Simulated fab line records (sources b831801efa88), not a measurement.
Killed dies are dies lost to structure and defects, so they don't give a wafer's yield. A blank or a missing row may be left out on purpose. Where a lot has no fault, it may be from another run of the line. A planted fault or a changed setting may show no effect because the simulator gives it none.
fab line records | flow sky130
[record] lots = 5 wafers = 15 last-day = 49
route steps=708 shown VIA2@527 METAL3@532 CAPM@537 PAD_OPEN@708
lots that met no fault: taken from a fault-free run of the same line
start-h: the number of hours between the record's first day and the start of the first shown wafer of the lot | wait-h: how many hours have passed since the lot's step before this one | " the same as in the row above | L1.1+2: one row covering several wafers at once | - no value, or no start given | * or withheld: withheld | < > ~ a bound
route shown NAME@n: names a module that has steps shown in the file, with the first one's number in the route | usual: mean and standard deviation over wafers with no fault | same: alike in all rows | chamber/n: place in a boat | sites: readings site by site | _std_site: how widely they spread, as a standard deviation | _edge_site: the outer-site mean with the inner-site mean subtracted | radius-mm: for every site, how far away it sits from the centre of the wafer | mask NAME#n: copy n | behind: the tool/chamber that last shaped the wafer | hold: reason for holding the lot/hours on hold/outcome of the hold | device: whichever transistor did not switch (one of n, p or np) | end of line: the route-end tests of the same wafers | for a step that has no rows: nothing shown but its recipe | killed: dies lost to structure and defects at the first sort, not the wafer's yield | map: dies across one wafer; x = killed, . = not, _ = none there
set.NAME: the setting the step ran with; set.NAME@STEP: the setting that earlier step ran with | model.NAME: the simulator's own value behind a step, which no gauge read
certain route steps with their lots: each step a table, each wafer a row
services: the hour from which a tool's chamber was out of use, counted from the record's first day as start-h (under 0 if before that day), plus the number of hours and why
[[steps]]
[step SKY_VIA2_SPUTTER_20]
[recipe] material = TiN target-thk-nm = 20 chamber-pressure-pa = 5 power-w = 4000 time-s = 80
[step SKY_VIA2_CVD_21]
[recipe] material = W target-thk-nm = 420 time-s = 126.4 temp-c = 400 pressure-torr = 40
[step SKY_VIA2_CMP_24]
[recipe] stop-on = SiO2 t-overpolish-s = 20 down-force-psi = 3.5 platen-rpm = 60 target-thk-nm = 0 pad-velocity-m-s = 0.94248
[step SKY_METAL3_SPUTTER_00]
[recipe] material = Ti target-thk-nm = 15 power-w = 3000 time-s = 10 chamber-pressure-pa = 0.4
[step SKY_METAL3_SPUTTER_01]
[recipe] material = TiN target-thk-nm = 20 power-w = 6500 time-s = 16.7 chamber-pressure-pa = 0.4
[step SKY_METAL3_SPUTTER_02]
[recipe] material = AlCu target-thk-nm = 735 power-w = 10600 time-s = 39.1 chamber-pressure-pa = 0.4
[step SKY_METAL3_SPUTTER_03]
[recipe] material = Ti target-thk-nm = 5 power-w = 3000 time-s = 3.3 chamber-pressure-pa = 0.4
[step SKY_METAL3_SPUTTER_04]
[recipe] material = TiN target-thk-nm = 70 power-w = 6500 time-s = 58.3 chamber-pressure-pa = 0.4
[step SKY_CAPM_CVD_00]
[recipe] material = SiO2 target-thk-nm = 15.5 temp-c = 400 time-s = withheld rf-w = 450
[step SKY_CAPM_SPUTTER_02]
[recipe] material = TiN target-thk-nm = 200 temp-c = 300 power-w = 6500 time-s = 166.7 chamber-pressure-pa = 0.4
[usual] throttle-valve-pct = 29.5/0.98
// columns lot.wafer tool chamber start-h wait-h throttle-valve-pct
L485.1 pvd-sputter-01 - 894.28 0.1 30.0
L485.4 " - " " 30.6
L485.5 " - " " 30.1
L487.1 pvd-sputter-02 - 905.66 0.1 28.6
L487.5 " - " " 28.7
L487.6 " - " " 28.4
L496.1 pvd-sputter-02 - 973.40 0.1 28.8
L496.4 " - " " 28.2
L496.5 " - " " 28.5
L498.1 pvd-sputter-02 - 986.43 0.1 29.0
L498.3 " - " " 28.8
L498.4 " - " " 28.6
L499.2 pvd-sputter-02 - 986.90 0.0 28.9
L499.3 " - " " 28.9
L499.4 " - " " 28.4
[step SKY_CAPM_DEHYDRATE_05]
[recipe] temp-c = 200 time-s = 60
[step SKY_CAPM_HMDS_06]
[recipe] prime-time-s = 60 prime-temp-c = 120
[step SKY_CAPM_COAT_07]
[recipe] resist = NOVOLAK spin-rpm = 3000 resist-thk-nm = 1140
[step SKY_CAPM_SOFTBAKE_08]
[recipe] temp-c = 90 time-s = 60 resist = NOVOLAK
[step SKY_CAPM_EXPOSE_09]
[recipe] mask-id = CAPM na = 0.6 source-shape = conventional sigma-outer = 0.6 polarization = unpolarized target-cd-nm = 1000 dose-mj = 159
[step SKY_CAPM_PEB_10]
[recipe] temp-c = withheld time-s = * resist = NOVOLAK
[step SKY_CAPM_DEVELOP_11]
[recipe] resist = NOVOLAK developer = TMAH develop-time-s = 60 dev-temp-c = 23
[step SKY_CAPM_METAL_ETCH_13]
[recipe] target-depth-nm = 220 stop-on = SiO2 chemistry = Cl2/BCl3 target = TiN pressure-mtorr = 10 icp-w = 900 bias-w = 48.5 Cl2_flow_sccm = 60 bcl3-flow-sccm = 30 time-s = 62.9
[step SKY_CAPM_STRIP_14]
[recipe] chemistry = O2/N2 power-w = 1400 pressure-mtorr = 1500 platen-temp-c = withheld o2-flow-sccm = 3000 n2-flow-sccm = 300 overash-fraction = 0.5
[step SKY_CAPM_STRIP_15]
[recipe] chemistry = post-etch-residue-remover time-s = 1200 temp-c = 72.5
[step SKY_CAPM_CLEAN_16]
[recipe] chemistry = IPA time-s = 180 temp-c = 25
[step SKY_CAPM_CLEAN_17]
[recipe] chemistry = O3/DIW dry = n2-spin
[step SKY_METAL3_DEHYDRATE_05]
[recipe] temp-c = 200 time-s = 60
[step SKY_METAL3_HMDS_06]
[recipe] prime-time-s = 60 prime-temp-c = 120
[step SKY_METAL3_COAT_07]
[recipe] resist = BARC temp-c = withheld time-s = withheld spin-rpm = 3000 resist-thk-nm = 60
[step SKY_METAL3_COAT_08]
[recipe] resist = KrF-thick spin-rpm = 3000 resist-thk-nm = 1140
[step SKY_METAL3_SOFTBAKE_09]
[recipe] temp-c = 100 time-s = 90 resist = KrF-thick
[step SKY_METAL3_EXPOSE_10]
[recipe] mask-id = MM3 na = 0.68 source-shape = annular sigma-inner = 0.4 sigma-outer = 0.8 target-cd-nm = 300 dose-mj = 28
[step SKY_METAL3_PEB_11]
[recipe] peb-temp-c = withheld peb-time-s = withheld resist = KrF-thick
[step SKY_METAL3_DEVELOP_12]
[recipe] develop-time-s = 60 resist = KrF-thick dev-temp-c = 21
[step SKY_METAL3_DESCUM_15]
[recipe] chemistry = O2 source-power-w = 150 bias-power-w = 0 pressure-mtorr = 10 temp-c = 40 time-s = 8
[step SKY_METAL3_ETCH_16]
[recipe] chemistry = N2/H2 target = BARC ion-energy-ev = 200 bias-w = 100 pressure-mtorr = 30 n2-flow-sccm = 100 h2-flow-sccm = 200 icp-w = 500 stop-on = SiO2 time-s = 88.2 target-depth-a = 600
[step SKY_METAL3_ETCH_17]
[recipe] target = SiO2 stop-on = TiN chemistry = C4F8/O2/Ar source-w = 1500 bias-w = 1200 pressure-mtorr = 40 c4f8-flow-sccm = withheld O2_flow_sccm = 6 Ar_flow_sccm = 300 time-s = 3.9 target-depth-a = 150
[step SKY_METAL3_METAL_ETCH_18]
[recipe] target-depth-a = 8450 stop-on = SiO2 over-etch-frac = 0.3 time-s = 183.1 chemistry = Cl2/BCl3 resist-sidewall-deg = 88 pressure-mtorr = 10 icp-w = 900 bias-w = 48.5 Cl2_flow_sccm = 60 bcl3-flow-sccm = 30
[step SKY_PAD_OPEN_PROBE_99]
[usual] defect-limited-yield = 82.3/1.9 killed_at_M0_to_M3 = 44/6.9 killed_at_M4_up = 3.3/2.1 killed-at-contacts = 24/4.8 killed-at-front-end = 15/4.4 killed-at-other = 0.2/0.48 killed-dies = 87/9.5 killed-open = 48/6.5 killed-short = 39/6.3 sort_bin_3_pad_short = 0.9/0.48 sort_bin_5_function = 10.5/1.5 sort_bin_6_memory = 6.3/1.1 sort-n-pass = 405/9.5 sort-yield-pct = 82.3/1.9
[same] gross-dies = 492 killed-at-back-side = 0 sort_bin_4_leakage[%] = 0 sort_bin_8_speed[%] = 0
// columns lot.wafer tool chamber start-h wait-h defect-limited-yield[%] killed_at_M0_to_M3 killed_at_M4_up killed-at-contacts killed-at-front-end killed-at-other killed-dies killed-open killed-short sort_bin_3_pad_short[%] sort_bin_5_function[%] sort_bin_6_memory[%] sort-n-pass sort-yield-pct[%] model.etest.tester.sort-n-pass model.etest.tester.sort-yield-pct model.etest.tester.sort_bin_5_pct model.etest.tester.sort_bin_3_pct
L485.1 prober-02 - 1111.20 0.1 79.7 50 7 21 22 0 100 49 51 1.2 12.8 6.3 392 79.7 392 79.67 12.8 1.22
L485.4 prober-02 - 1111.35 0.2 84.6 44 4 11 17 0 76 34 42 0.6 10.0 4.9 416 84.6 416 84.55 9.959 0.6098
L485.5 prober-02 - 1111.40 0.2 84.1 31 3 19 25 0 78 44 34 0.4 10.6 4.9 414 84.1 414 84.15 10.57 0.4065
L487.1 prober-02 - 1119.21 0.1 80.7 49 6 21 19 0 95 42 53 0.8 12.6 5.9 397 80.7 397 80.69 12.6 0.813
L487.5 prober-02 - 1119.41 0.2 85.2 35 5 24 9 0 73 46 25 0.8 7.5 6.5 419 85.2 419 85.16 7.52 0.813
L487.6 prober-02 - 1119.46 0.2 87.2 31 1 17 13 1 63 27 36 1.4 6.3 5.1 429 87.2 429 87.2 6.301 1.423
L496.1 prober-01 - 1170.30 0.1 79.5 46 2 33 20 0 101 59 40 1.0 12.6 6.9 391 79.5 391 79.47 12.6 1.016
L496.4 prober-01 - 1170.45 0.2 81.1 42 3 25 23 0 93 52 41 0.4 10.8 7.7 399 81.1 399 81.1 10.77 0.4065
L496.5 prober-01 - 1170.50 0.2 73.2 43 1 20 20 48 132 41 43 3.5 15.9 7.5 360 73.2 360 73.17 15.85 3.455
L498.1 prober-01 - 1179.99 0.1 84.1 34 1 24 19 0 78 46 32 0.6 11.8 3.5 414 84.1 414 84.15 11.79 0.6098
L498.3 prober-01 - 1180.09 0.2 74.0 33 0 25 15 55 128 37 36 1.6 16.3 8.1 364 74.0 364 73.98 16.26 1.626
L498.4 prober-01 - 1180.14 0.2 81.9 45 2 26 16 0 89 56 33 0.8 11.0 6.3 403 81.9 403 81.91 10.98 0.813
L499.2 prober-02 - 1180.05 0.1 73.0 43 2 21 19 48 133 51 35 3.3 17.7 6.1 359 73.0 359 72.97 17.68 3.252
L499.3 prober-02 - 1180.10 0.2 80.5 41 8 24 22 1 96 51 45 1.8 9.8 7.9 396 80.5 396 80.49 9.756 1.829
L499.4 prober-02 - 1180.15 0.2 80.1 42 4 37 15 0 98 61 37 1.0 10.8 8.1 394 80.1 394 80.08 10.77 1.016
// killed by level:class
L485.1 VIA1:geometric-particle:open=11 METAL1:geometric-particle:short=10 FIELD_ISO:geometric-particle:short=7 FIELD_ISO:geometric-particle:open=6 LI_CONTACT:geometric-particle:open=6 LOCAL_INTERCONNECT:geometric-particle:short=6 VIA3:geometric-particle:open=6 POLY_GATE:geometric-particle:open=4
L485.4 METAL1:geometric-particle:short=9 VIA1:geometric-particle:open=8 METAL2:geometric-particle:short=7 FIELD_ISO:geometric-particle:open=5 POLY_GATE:geometric-particle:short=4 VIA1:geometric-particle:short=4 FIELD_ISO:geometric-particle:short=3 VIA2:geometric-particle:open=3
L485.5 LI_CONTACT:geometric-particle:open=8 FIELD_ISO:geometric-particle:short=6 POLY_GATE:geometric-particle:open=6 VIA1:geometric-particle:open=6 METAL1:geometric-particle:short=6 VIA2:geometric-particle:open=5 CONTACT:geometric-particle:open=5 FIELD_ISO:geometric-particle:open=4
L487.1 METAL2:geometric-particle:short=9 METAL1:geometric-particle:short=8 POLY_GATE:geometric-particle:short=7 VIA2:geometric-particle:open=7 VIA1:geometric-particle:open=7 CONTACT:geometric-particle:open=6 LI_CONTACT:geometric-particle:open=5 LOCAL_INTERCONNECT:geometric-particle:short=5
L487.5 VIA2:geometric-particle:open=11 METAL1:geometric-particle:short=9 VIA1:geometric-particle:open=9 CONTACT:geometric-particle:open=8 LI_CONTACT:geometric-particle:open=7 FIELD_ISO:geometric-particle:open=5 CONTACT:geometric-particle:short=5 METAL4:geometric-particle:short=3
L487.6 LOCAL_INTERCONNECT:geometric-particle:short=6 VIA1:geometric-particle:open=5 FIELD_ISO:geometric-particle:short=4 CONTACT:geometric-particle:short=4 METAL1:geometric-particle:short=4 VIA2:geometric-particle:open=4 VIA2:geometric-particle:short=4 VIA3:geometric-particle:open=4
L496.1 CONTACT:geometric-particle:open=15 VIA1:geometric-particle:open=12 FIELD_ISO:geometric-particle:open=6 VIA1:geometric-particle:short=6 LI_CONTACT:geometric-particle:open=6 VIA2:geometric-particle:open=6 VIA3:geometric-particle:short=6 VIA3:geometric-particle:open=6
L496.4 VIA2:geometric-particle:open=10 CONTACT:geometric-particle:open=9 FIELD_ISO:geometric-particle:open=8 FIELD_ISO:geometric-particle:short=8 LI_CONTACT:geometric-particle:open=7 VIA1:geometric-particle:open=7 CONTACT:geometric-particle:short=5 VIA1:geometric-particle:short=5
L496.5 CAPM:unspecified=47 METAL2:geometric-particle:short=9 METAL1:geometric-particle:short=7 VIA2:geometric-particle:open=7 FIELD_ISO:geometric-particle:short=6 POLY_GATE:geometric-particle:open=6 VIA1:geometric-particle:short=6 CONTACT:geometric-particle:open=5
L498.1 VIA1:geometric-particle:open=12 POLY_GATE:geometric-particle:open=10 LI_CONTACT:geometric-particle:open=7 CONTACT:geometric-particle:open=7 LOCAL_INTERCONNECT:geometric-particle:short=5 METAL2:geometric-particle:short=5 FIELD_ISO:geometric-particle:short=4 CONTACT:geometric-particle:short=4
L499.2 CAPM:unspecified=47 CONTACT:geometric-particle:open=9 VIA1:geometric-particle:open=9 FIELD_ISO:geometric-particle:open=7 VIA2:geometric-particle:open=7 METAL2:geometric-particle:short=6 METAL3:geometric-particle:short=4 LI_CONTACT:geometric-particle:short=4
L498.3 CAPM:unspecified=55 CONTACT:geometric-particle:open=9 VIA1:geometric-particle:open=8 VIA1:geometric-particle:short=7 LI_CONTACT:geometric-particle:open=5 CONTACT:geometric-particle:short=5 FIELD_ISO:geometric-particle:open=4 FIELD_ISO:geometric-particle:short=4
L499.3 VIA1:geometric-particle:open=11 VIA2:geometric-particle:open=8 LI_CONTACT:geometric-particle:open=8 FIELD_ISO:geometric-particle:short=7 METAL4:geometric-particle:short=7 CONTACT:geometric-particle:open=7 VIA1:geometric-particle:short=5 POLY_GATE:geometric-particle:short=5
L498.4 CONTACT:geometric-particle:open=14 VIA1:geometric-particle:open=14 VIA2:geometric-particle:open=11 LI_CONTACT:geometric-particle:open=5 FIELD_ISO:geometric-particle:short=4 POLY_GATE:geometric-particle:open=4 POLY_GATE:geometric-particle:short=4 METAL1:geometric-particle:short=4
L499.4 LI_CONTACT:geometric-particle:open=17 CONTACT:geometric-particle:open=12 VIA2:geometric-particle:open=8 METAL1:geometric-particle:short=7 FIELD_ISO:geometric-particle:open=6 CONTACT:geometric-particle:short=6 VIA1:geometric-particle:open=5 METAL2:geometric-particle:short=5
// map L496.5 (x killed, . not)
__________x....x.x.._________
________......x..xx..._______
______.............xx..._____
_____.x.x.x......x..xxx..____
____....x.x..xx.xx.x..xx..___
___...x....xxx.xxxxxx.xxx.x__
__......x....xxxxxxxx......._
_.........x.xxxxxxxxxx.....xx
_......x..x.xxxxxxxxxx.......
_...........x..xxxxxx..xx....
_...xx.....x...x..x...x....xx
_........xx....x..x...x..x...
_.....x............x........x
_..xx..x.......x..x..........
_xxx..x..x.x.................
__.xx.x.x..x.x...x.x....xx.._
___xx...xx............x....__
____.............xx.......___
_____...x................____
______..........x......._____
________....x....x.x.._______
__________....x....._________
// map L498.3 (x killed, . not)
__________.........._________
________.x....x......x_______
______......x..x.x....x._____
_____....xx..x..x.xx..x.x____
____.........xxx..xx.x.x..___
___...........xxxxxxxx...x.__
__x..x.......xxxxxxx......x._
_..x..x.x....xxxxxxxxxx....x.
_............xxxxxxxxxxx.....
_........x...xxx.xxxxxx......
_...x...x....xx.xxxxx...x.x..
_x.xx.......x........xx......
_.x..x......xx.x...x.......x.
_..x...x.....x...............
_.x........................x.
__..x..........x.........xx._
___xx.....x..x...x.........__
____......x...........x...___
_____............xx...x..____
______.x...x.x.......x.._____
________..x..x....x..._______
__________....x..x.._________
[[services]]
// columns tool chamber start-h hours kind
pvd-sputter-02 - 913.45 2.1 repair
pvd-sputter-01 - 917.61 70.1 repair
pvd-sputter-02 - 960.08 1.2 repair
pvd-sputter-02 - 974.01 4.9 repair
[[key]]
[first-sign] step = SKY_PAD_OPEN_PROBE_99 reading = killed-at-other direction = up sigmas = 50 usual = 0.2 struck = 50.3
[effect] step = SKY_PAD_OPEN_PROBE_99 reading = killed-dies direction = up sigmas = 4.6 usual = 87 struck = 131
[model-effect] step = SKY_PAD_OPEN_PROBE_99 value = etest.tester.sort-n-pass without = 405.7 struck = 361
met-at SKY_CAPM_SPUTTER_02
struck-wafers L496.5,L498.3,L499.2
onset-between 905.66 973.40
[fault] kind = chamber-particle-source tool = pvd-sputter-02 chamber = - onset-h = 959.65 steps = SKY_CAPM_SPUTTER_02 rate-per-visit-cm2 = 0.60199 end-h = 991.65 scope = struck-wafers-only
